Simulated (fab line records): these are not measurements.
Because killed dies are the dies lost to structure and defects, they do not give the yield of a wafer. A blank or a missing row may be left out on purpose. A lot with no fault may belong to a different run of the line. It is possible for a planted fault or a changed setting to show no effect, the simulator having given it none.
Problem report, 8D (eight disciplines) form, completed by code ; flow gf180mcu ; the parts of the form that need people (team, actions taken, sign-off) are left out

## 1. PROBLEM STATEMENT
VT_IMPLANT_4_TW at GF_VT_IMPLANT_TW_MEAS_43 reads a mean of 660 on 9 wafers of 3 lots; wafers without a fault read 692 with a standard deviation of 4. Relative to the usual mean, that is a shift of -8.1 standard deviations.
Seen first at day 11 02:05 on film-metro-02, wafer L556.3. Wafers with a number at this step in the record: 45, from 15 lots. The rule behind "out" and "out of limits": a value lying over 4 standard deviations away from the usual mean. The other wafers with a number count as sound.

## 2. WHAT IT IS, AND WHAT IT ISN'T
question;is;is not
which readings at this step;VT_IMPLANT_4_TW;-
which lots;L555, L556, L557;L544, L546, L548, L550, L551, L552, L553, L554, L564, L565, L566, L567
which wafers of those lots;all that have a number;-
read on which gauges;film-metro-02, film-metro-03;film-metro-01
when;from day 11 02:05;"up to then (24 sound wafers); but 12 sound wafers of L564, L565, L566, L567 came after"

## 3. WHAT RULES OUT EACH SUSPECT
Counting: a tool at a process step up to the reading stays a suspect if it ran every lot that is out and no sound lot after the first of them.
- the gauge at GF_VT_IMPLANT_TW_MEAS_43 is ruled out. The wafers that are out were read on 2 gauges (film-metro-02, film-metro-03).
- implanter-03 at GF_VT_IMPLANT_IMPLANT_41: kept. All lots that are out passed through it, beginning with L556 at day 11 01:52, and no sound lot followed; its final sound lot before that point was L554 at day 10 19:17. On those wafers its own readings are out: beam-energy-keV.
After counting, what remains is implanter-03 at GF_VT_IMPLANT_IMPLANT_41.

## 4. THE CAUSE (what the simulator had put in)
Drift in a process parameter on implanter-03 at GF_VT_IMPLANT_IMPLANT_41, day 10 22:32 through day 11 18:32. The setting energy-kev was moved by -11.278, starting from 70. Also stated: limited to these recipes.
Counting left only this tool.

## 5. THE EFFECT CHAIN, in route order
Each row: a reading whose mean over the struck wafers that have a number lies more than 3 standard deviations from the usual. Only readings whose record carries a usual standard deviation are examined. hours: median over the lots of the time between each lot's start at the first step of this table that gives one and its start at this step. sigmas: the change, counted in usual standard deviations.
hours;step;reading;usual;on struck wafers;change;sigmas
0;GF_VT_IMPLANT_IMPLANT_41;beam-energy-keV;70.004;58.727;-11.277;-99 or more
0;GF_VT_IMPLANT_TW_MEAS_43;VT_IMPLANT_4_TW;692;660;-32;-8.1
Its process steps:
- GF_VT_IMPLANT_IMPLANT_41
Later steps that measure or inspect, where all struck wafers having a row at the step show a number for every such reading and not one has moved that far: GF_DUAL_GATE_OVL_MEAS_11.

## 6. WHAT WOULD HAVE CAUGHT IT SOONER
Counted from the fault's start at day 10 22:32, it took 4 hours until the first out-of-limits reading at a measuring or inspecting step in this record, taken at day 11 02:05.
Tool's own readings at GF_VT_IMPLANT_IMPLANT_41, beam-energy-keV: out on all struck wafers the step has rows for; an alarm limit on them would have tripped on the first.
L555, L557, from the lots that are out (3), started GF_VT_IMPLANT_IMPLANT_41 on implanter-03 later than day 11 02:05. A hold on the tool at that time would have spared those 2.
